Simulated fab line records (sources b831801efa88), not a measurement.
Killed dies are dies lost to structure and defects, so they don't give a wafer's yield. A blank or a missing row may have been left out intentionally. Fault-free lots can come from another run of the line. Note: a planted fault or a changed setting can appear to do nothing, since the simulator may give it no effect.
Which tool is to blame? -- flow gf180mcu -- 72 wafers from 24 lots sampled at 4 of the route's 602 steps

== WHAT EACH GAUGE READ, for each wafer ==
GF_V3_RS_MEAS_24: measures by four-point-probe.
lot,measured,on,V3_W_RS (ohm/sq)
L074,day 22 06:55,film_metro-02,0.327 0.327 0.330
L075,day 22 20:21,film_metro-02,0.327 0.319 0.327
L076,day 22 22:40,film_metro-01,0.326 0.320 0.324
L077,day 23 15:08,film_metro-02,0.324 0.319 0.317
L078,day 24 03:46,film_metro-02,0.325 0.325 0.318
L079,day 24 04:42,film_metro-01,0.323 0.325 0.329
L080,day 24 23:44,film_metro-03,0.316 0.319 0.318
L081,day 24 23:57,film_metro-03,0.323 0.325 0.330
L082,day 25 06:44,film_metro-03,0.325 0.321 0.323
L083,day 25 16:41,film_metro-03,0.321 0.322 0.324
L084,day 26 03:28,film_metro-03,0.329 0.328 0.326
L085,day 26 07:14,film_metro-02,0.321 0.314 0.317
L086,day 26 16:53,film_metro-02,0.330 0.331 0.327
L087,day 26 20:35,film_metro-02,0.320 0.320 0.318
L088,day 27 07:35,film_metro-01,0.321 0.331 0.332
L089,day 27 18:04,film_metro-03,0.317 0.329 0.320
L090,day 28 04:39,film_metro-02,0.316 0.319 0.314
L091,day 28 05:30,film_metro-01,0.335 0.332 0.331
L092,day 28 09:34,film_metro-01,0.321 0.321 0.332
L093,day 28 20:44,film_metro-01,0.323 0.326 0.330
L094,day 29 03:05,film_metro-03,0.321 0.322 0.320
L095,day 29 05:35,film_metro-01,0.321 0.321 0.322
L096,day 29 11:36,film_metro-01,0.337 0.325 0.331
L097,day 29 20:38,film_metro-03,0.321 0.320 0.324

GF_V4_BOW_MEAS_05.
lot,measured,on,V4_BOW (um)
L074,day 23 07:55,film_metro-01,135 126 129
L075,day 23 20:47,film_metro-02,129 124 125
L076,day 23 23:40,film_metro-02,134 127 117
L077,day 24 15:43,film_metro-02,119 129 140
L078,day 25 03:26,film_metro-02,137 135 131
L079,day 25 05:01,film_metro-02,128 113 129
L080,day 25 22:41,film_metro-01,143 151 138
L081,day 25 22:58,film_metro-02,136 133 124
L082,day 26 06:08,film_metro-02,134 126 133
L083,day 26 16:28,film_metro-02,138 114 120
L084,day 27 01:37,film_metro-01,137 125 121
L085,day 27 05:50,film_metro-02,140 142 137
L086,day 27 15:23,film_metro-04,139 146 130
L087,day 27 19:05,film_metro-04,138 133 140
L088,day 28 05:35,film_metro-04,123 123 129
L089,day 28 15:37,film_metro-01,141 152 138
L090,day 29 01:55,film_metro-01,132 145 142
L091,day 29 02:28,film_metro-04,138 140 137
L092,day 29 07:08,film_metro-01,143 156 147
L093,day 29 17:38,film_metro-01,135 142 139
L094,day 29 22:50,film_metro-02,127 132 139
L095,day 30 02:56,film_metro-04,155 141 132
L096,day 30 08:01,film_metro-04,146 150 143
L097,day 30 16:53,film_metro-01,149 137 156

== WHICH TOOL RAN EACH LOT (tool, then ch and the chambers of the sampled wafers, then the start) ==
lot,GF_V3_CMP_04,GF_V3_ETCH_16
L074,"cmp-02 ch 1,2, day 21 06:53","rie_diel-02 ch 1,2,3, day 22 06:00"
L075,"cmp-01 ch 1,2,3, day 21 19:43","rie_diel-02 ch 1,2, day 22 19:25"
L076,"cmp-01 ch 1,2, day 21 21:37","rie_diel-01 ch 0,1, day 22 21:45"
L077,"cmp-01 ch 0,1,2, day 22 14:11","rie_diel-02 ch 0,1,2, day 23 14:15"
L078,"cmp-01 ch 0,1,2, day 23 03:58","rie_diel-03 ch 0,1,3, day 24 02:53"
L079,"cmp-02 ch 0,1,2, day 23 05:05","rie_diel-02 ch 0,1,2, day 24 03:49"
L080,"cmp-02 ch 1,2,3, day 24 00:32","rie_diel-03 ch 0,2,3, day 24 22:42"
L081,"cmp-01 ch 2,3, day 24 00:53","rie_diel-01 ch 0,2,3, day 24 23:04"
L082,"cmp-01 ch 0,2,3, day 24 07:13","rie_diel-02 ch 0,1,3, day 25 05:51"
L083,"cmp-01 ch 0,1,3, day 24 18:23","rie_diel-03 ch 0,1,3, day 25 15:49"
L084,"cmp-02 ch 0,1,3, day 25 05:44","rie_diel-03 ch 1,2,3, day 26 02:33"
L085,"cmp-02 ch 0,2,3, day 25 08:42","rie_diel-03 ch 1,2,3, day 26 06:19"
L086,"cmp-01 ch 0,1,2, day 25 19:17","rie_diel-02 ch 0,1,2, day 26 15:57"
L087,"cmp-01 ch 0,2,3, day 25 21:59","rie_diel-01 ch 1,2,3, day 26 19:43"
L088,"cmp-02 ch 1,2,3, day 26 09:13","rie_diel-03 ch 1,2, day 27 06:37"
L089,"cmp-02 ch 0,1,3, day 26 20:28","rie_diel-01 ch 0,1, day 27 17:10"
L090,"cmp-02 ch 0,2, day 27 07:34","rie_diel-02 ch 1,3, day 28 03:45"
L091,"cmp-02 ch 1,3, day 27 08:48","rie_diel-03 ch 2,3, day 28 04:34"
L092,"cmp-01 ch 0,1,2, day 27 12:44","rie_diel-03 ch 0,3, day 28 08:40"
L093,"cmp-02 ch 1,2,3, day 28 00:34","rie_diel-03 ch 0,2, day 28 19:52"
L094,"cmp-02 ch 0,1,2, day 28 06:29","rie_diel-02 ch 1,2,3, day 29 02:13"
L095,"cmp-02 ch 0,1,3, day 28 09:38","rie_diel-02 ch 1,2, day 29 04:43"
L096,"cmp-01 ch 0,1,2, day 28 15:02","rie_diel-03 ch 0,2,3, day 29 10:43"
L097,"cmp-02 ch 1,2,3, day 28 23:53","rie_diel-01 ch 0,1, day 29 19:24"
- GF_V3_CMP_04: polishes SiO2.
- GF_V3_ETCH_16: etches BARC in N2/H2.

== AS READ BY THE TOOLS THEMSELVES (means over the sampled wafers that have a number; for cases with no such wafer, the mark the record gives instead) ==
GF_V3_CMP_04.
lot,tool,motor_current_A (A),time_to_endpoint_s (s)
L074,cmp-02,13.1,78
L075,cmp-01,11.6,78
L076,cmp-01,12.4,73
L077,cmp-01,12.5,71
L078,cmp-01,12.6,75
L079,cmp-02,12.8,77
L080,cmp-02,12.4,76
L081,cmp-01,10.2,80
L082,cmp-01,10.4,83
L083,cmp-01,12.0,82
L084,cmp-02,12.3,74
L085,cmp-02,12.4,78
L086,cmp-01,12.7,78
L087,cmp-01,10.7,67
L088,cmp-02,12.6,75
L089,cmp-02,12.7,79
L090,cmp-02,12.7,75
L091,cmp-02,12.6,84
L092,cmp-01,12.9,68
L093,cmp-02,12.7,80
L094,cmp-02,12.5,82
L095,cmp-02,12.3,81
L096,cmp-01,12.5,78
L097,cmp-02,12.6,86

GF_V3_ETCH_16.
lot,tool,drypump_motor_current_A (A),oes_product_au (a.u.),rf_fwd_power_W (W),throttle_valve_pct (%)
L074,rie_diel-02,6.01,0.856,493.7,13.223
L075,rie_diel-02,6.17,0.853,493.5,13.230
L076,rie_diel-01,5.81,0.855,496.3,13.229
L077,rie_diel-02,6.11,0.851,494.4,13.227
L078,rie_diel-03,5.64,0.851,492.3,13.228
L079,rie_diel-02,6.12,0.854,492.7,13.219
L080,rie_diel-03,5.89,0.855,493.9,13.229
L081,rie_diel-01,5.68,0.855,495.1,13.227
L082,rie_diel-02,6.17,0.856,495.5,13.219
L083,rie_diel-03,5.67,0.851,493.1,13.220
L084,rie_diel-03,5.77,0.853,493.2,13.224
L085,rie_diel-03,5.80,0.852,495.0,13.231
L086,rie_diel-02,6.13,0.856,493.9,13.239
L087,rie_diel-01,5.80,0.856,496.3,13.231
L088,rie_diel-03,5.78,0.855,492.3,13.216
L089,rie_diel-01,5.72,0.857,497.4,13.237
L090,rie_diel-02,6.18,0.857,493.9,13.235
L091,rie_diel-03,5.98,0.858,493.8,13.230
L092,rie_diel-03,5.86,0.851,492.8,13.225
L093,rie_diel-03,5.77,0.853,492.2,13.231
L094,rie_diel-02,6.00,0.857,494.1,13.215
L095,rie_diel-02,6.16,0.851,494.8,13.215
L096,rie_diel-03,5.87,0.856,493.9,13.227
L097,rie_diel-01,5.70,0.854,497.7,13.217

== THE ANSWER, worked out from the rows above alone ==
Rule: the usual values come from the lots themselves. The widest of any qualifying gaps counts: lots, ordered by their means at a reading, are off when they make up no more than a third of the lots, leave a main group of 4 or more, and stand apart from it by 3 or more times the standard deviation of that group's means. The tables above print the reading to a certain number of digits; a main group whose means all agree to those digits is not used. A lot without any number at a reading at which 4 lots or more have one is off too. The other lots that the step has rows for count as sound. After the gauges, taken in route order, come the tools' own readings; for these a lot's mean is taken, as printed above. At the first step where some lot is off, the reading lying furthest off is the one used; lots without a number count as furthest.
Across all readings shown, no lot is off: no conclusion can be drawn from this.

== WHAT THE SIMULATOR PUT IN ==
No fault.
